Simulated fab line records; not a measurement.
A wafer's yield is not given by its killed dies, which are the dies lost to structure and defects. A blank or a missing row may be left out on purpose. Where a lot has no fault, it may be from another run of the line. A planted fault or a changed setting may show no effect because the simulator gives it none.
The tool behind it: which one? || flow sky130 || 11 lots, 33 wafers sampled, at 4 steps of a route of 708

== WHAT THE GAUGES SHOWED, per wafer ==
SKY_CAP2M_THK_MEAS_04: measures by xrf.
{"lot": "L276", "measured": "day 39 06:17", "on": "film metro-03", "CAP2M_TIN_THK (nm)": "205.9 199.8 206.2"}
{"lot": "L279", "measured": "day 40 06:38", "on": "film metro-02", "CAP2M_TIN_THK (nm)": "199.6 200.9 200.7"}
{"lot": "L289", "measured": "day 43 05:35", "on": "film metro-03", "CAP2M_TIN_THK (nm)": "200.5 203.2 200.9"}
{"lot": "L292", "measured": "day 44 00:22", "on": "film metro-03", "CAP2M_TIN_THK (nm)": "200.8 202.0 201.8"}
{"lot": "L294", "measured": "day 44 11:41", "on": "film metro-02", "CAP2M_TIN_THK (nm)": "203.5 203.5 201.7"}
{"lot": "L295", "measured": "day 45 08:00", "on": "film metro-03", "CAP2M_TIN_THK (nm)": "200.8 203.0 200.1"}
{"lot": "L296", "measured": "day 45 00:06", "on": "film metro-02", "CAP2M_TIN_THK (nm)": "198.2 199.9 203.6"}
{"lot": "L298", "measured": "day 46 01:29", "on": "film metro-02", "CAP2M_TIN_THK (nm)": "203.0 203.9 203.7"}
{"lot": "L299", "measured": "day 46 01:10", "on": "film metro-03", "CAP2M_TIN_THK (nm)": "202.0 204.5 203.1"}

== WHAT TOOL EACH LOT RAN ON (gives the tool, then ch and the chambers of the sampled wafers, and finally the start) ==
{"lot": "L276", "SKY_FIELD_ISO_ETCH_15": "rie diel-04 ch 1,2, day 2 06:32", "SKY_FIELD_ISO_STRIP_16": "plasma asher-02 ch 0,1, day 2 06:35", "SKY_VIA3_STRIP_16": "plasma asher-03 ch 0,1, day 39 04:33"}
{"lot": "L279", "SKY_FIELD_ISO_ETCH_15": "rie diel-02 ch 0,1,3, day 2 20:58", "SKY_FIELD_ISO_STRIP_16": "plasma asher-01 ch 0,1, day 2 21:01", "SKY_VIA3_STRIP_16": "plasma asher-03 ch 0,1, day 40 04:54"}
{"lot": "L287", "SKY_FIELD_ISO_ETCH_15": "rie diel-04 ch 1,2,3, day 4 14:50", "SKY_FIELD_ISO_STRIP_16": "plasma asher-01 ch 0,1, day 4 14:53", "SKY_VIA3_STRIP_16": "-"}
{"lot": "L288", "SKY_FIELD_ISO_ETCH_15": "rie diel-03 ch 1,2, day 4 20:41", "SKY_FIELD_ISO_STRIP_16": "plasma asher-02 ch 0,1, day 4 20:46", "SKY_VIA3_STRIP_16": "-"}
{"lot": "L289", "SKY_FIELD_ISO_ETCH_15": "rie diel-03 ch 1,3, day 4 23:36", "SKY_FIELD_ISO_STRIP_16": "plasma asher-02 ch 0,1, day 4 23:40", "SKY_VIA3_STRIP_16": "plasma asher-03 ch 0,1, day 43 03:52"}
{"lot": "L292", "SKY_FIELD_ISO_ETCH_15": "rie diel-03 ch 1,2,3, day 5 15:31", "SKY_FIELD_ISO_STRIP_16": "plasma asher-03 ch 0,1, day 5 15:34", "SKY_VIA3_STRIP_16": "plasma asher-04 ch 0,1, day 43 22:38"}
{"lot": "L294", "SKY_FIELD_ISO_ETCH_15": "rie diel-03 ch 0,3, day 6 03:41", "SKY_FIELD_ISO_STRIP_16": "plasma asher-02 ch 0,1, day 6 03:46", "SKY_VIA3_STRIP_16": "plasma asher-02 ch 0,1, day 44 09:58"}
{"lot": "L295", "SKY_FIELD_ISO_ETCH_15": "rie diel-03 ch 0,2,3, day 6 09:25", "SKY_FIELD_ISO_STRIP_16": "plasma asher-02 ch 0,1, day 6 09:28", "SKY_VIA3_STRIP_16": "plasma asher-03 ch 1, day 45 06:02"}
{"lot": "L296", "SKY_FIELD_ISO_ETCH_15": "rie diel-04 ch 0,2,3, day 6 13:18", "SKY_FIELD_ISO_STRIP_16": "plasma asher-01 ch 0,1, day 6 13:22", "SKY_VIA3_STRIP_16": "plasma asher-02 ch 0,1, day 44 22:23"}
{"lot": "L298", "SKY_FIELD_ISO_ETCH_15": "rie diel-04 ch 0,2,3, day 7 01:02", "SKY_FIELD_ISO_STRIP_16": "plasma asher-01 ch 0,1, day 7 01:05", "SKY_VIA3_STRIP_16": "plasma asher-02 ch 0,1, day 45 23:46"}
{"lot": "L299", "SKY_FIELD_ISO_ETCH_15": "rie diel-04 ch 0,2, day 7 04:54", "SKY_FIELD_ISO_STRIP_16": "plasma asher-02 ch 0,1, day 7 04:58", "SKY_VIA3_STRIP_16": "plasma asher-04 ch 0,1, day 45 23:24"}
- SKY_FIELD_ISO_ETCH_15: etches the open film in CHF3/O2, stops on Si, target depth 180 nm, time 72 s.
- SKY_FIELD_ISO_STRIP_16: strips in O2/N2.
- SKY_VIA3_STRIP_16: strips in O2/N2.

== THE ANSWER, worked out from the rows above alone ==
Rule: the usual values come from the lots themselves. Put in order of their means at a reading, lots are off if they are a third of the lots or fewer, leave a main group of 4 or more, and stand apart from it by a gap of 3 or more times the standard deviation of the main group's means; of several such gaps the widest counts. The tables above print the reading to a certain number of digits; a main group whose means all agree to those digits is not used. A lot without any number at a reading at which 4 lots or more have one is off too. All remaining lots with rows at the step are treated as sound.
Across all readings shown, no lot is off: no conclusion can be drawn from this.

== WHAT THE SIMULATOR PUT IN ==
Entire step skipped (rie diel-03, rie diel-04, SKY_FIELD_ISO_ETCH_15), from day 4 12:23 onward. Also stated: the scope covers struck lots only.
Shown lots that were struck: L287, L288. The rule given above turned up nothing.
